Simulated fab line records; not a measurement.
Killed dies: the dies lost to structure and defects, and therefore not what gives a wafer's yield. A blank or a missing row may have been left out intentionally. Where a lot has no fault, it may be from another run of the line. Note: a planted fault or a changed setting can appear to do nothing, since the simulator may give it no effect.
A struck lot beside a sound one | flow gf180mcu | 15 steps out of a route of 602
Sound: the wafers L781.3, L781.5, L781.6. Wafers struck: L793.1, L793.4, L793.6. The cause comes at the end.
Per side, at each step with rows, come the tool, then ch with its chambers, and then its first start. Under that, the readings that differ: sound wafers | struck wafers | difference of the means | sigmas: that difference in standard deviations of wafers without a fault.
alike: words and numbers the same on both sides, and readings whose means are apart by under 2 such deviations; not compared: readings that were withheld, readings missing a value for some wafer, numbers with overlapping values and no deviation given by the record, and bounds like >300 which may hide the same value.
The two part at a step that has a row with sigmas, a row that says differs or no value, or rows on one side only. Numbers that have no deviation but don't overlap get no sigmas and don't part them. A reading that every wafer of one side lacks parts them only if that side has two wafers or more.

first, 4 steps without rows for these wafers: GF_V1_SOFTBAKE_10 (time 60 s); GF_V1_EXPOSE_11 (exposes mask Via1, target cd 260 nm); GF_V1_PEB_12 (peb time 90 s); GF_V1_DEVELOP_13 (develop time 60 s).
GF_V1_CD_MEAS_14: the cd target is 260 nm.
  struck on cd-sem-02, day 23 01:13; sound on cd-sem-02, day 18 17:02
  alike: cd-nm
GF_V1_OVL_MEAS_15:
  struck on overlay-01, day 23 01:20; sound on overlay-01, day 18 17:07
  alike: V1_OVL
GF_V1_ETCH_16: etches BARC in N2/H2.
  sound on rie-diel-03 ch 2,3, day 18 17:08; struck on rie-diel-03 ch 1,2, day 23 01:22
  alike: drypump-motor-current-A, n2-flow-sccm, oes-product-au, rf-fwd-power-W, throttle-valve-pct
GF_V1_ETCH_17: etches SiO2 in C4F8/O2/Ar, stops on TiN, target depth 630 nm.
  sound: rie-diel-03 ch 2,3; struck: rie-diel-03 ch 1,2
  alike: oes-product-au, rf-fwd-power-W
GF_V1_STRIP_18: strips in O2/N2.
  sound on plasma-asher-03 ch 0,1, day 18 17:19; struck on plasma-asher-01 ch 1, day 23 01:29
  alike: drypump-motor-current-A, heater-power-w, n2-flow-sccm, oes-product-au
  not compared: rf-hours-counter-h
then, 2 steps without rows for these wafers: GF_V1_STRIP_19 (strips in post etch residue remover, time 1200 s); GF_V1_CLEAN_20 (cleans in DIW).
GF_V1_SPUTTER_21: material Ti, target thk 15 nm, time 80.02 s.
  struck on pvd-sputter-02, day 23 02:02; sound on pvd-sputter-02, day 18 17:49
  alike: chamber-pressure-pa, throttle-valve-pct
GF_V1_SPUTTER_22: material TiN, target thk 10 nm, time 40 s.
  struck on pvd-sputter-02, day 23 02:05; sound on pvd-sputter-02, day 18 17:52
  reading                                | sound             | struck            | difference | sigmas
  chamber-pressure-pa (Pa)               | 5.011 5.003 5.010 | 3.998 3.988 3.969 | -1.023     | -99 or more
  throttle-valve-pct (%)                 | 28.6 28.5 30.9    | 32.1 33.2 32.9    | +3.4       | +3
  model.TiN_of_V1_SPUTTER_22.thk-nm (nm) | 9.902 9.86 9.758  | 12.03 12.13 12.03 | +2.22      |
GF_V1_CVD_23: deposits W, target thk 350 nm, time 105.05 s.
  sound on cvd-w-01 ch 0,1, day 18 17:56; struck on cvd-w-01 ch 0,1, day 23 02:08
  alike: heater-power-w
then, 1 step without rows for these wafers: GF_PASSIVATION_PROBE_99.

WHERE THEY PART
GF_V1_SPUTTER_22 only, going by this record. Later steps at which nothing parts them and some readings are alike: GF_V1_CVD_23.

WHY: what had been put in by the simulator
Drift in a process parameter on pvd-sputter-02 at GF_V1_SPUTTER_22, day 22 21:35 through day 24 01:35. From 5, the setting chamber-pressure-pa moved by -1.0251. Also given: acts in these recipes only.
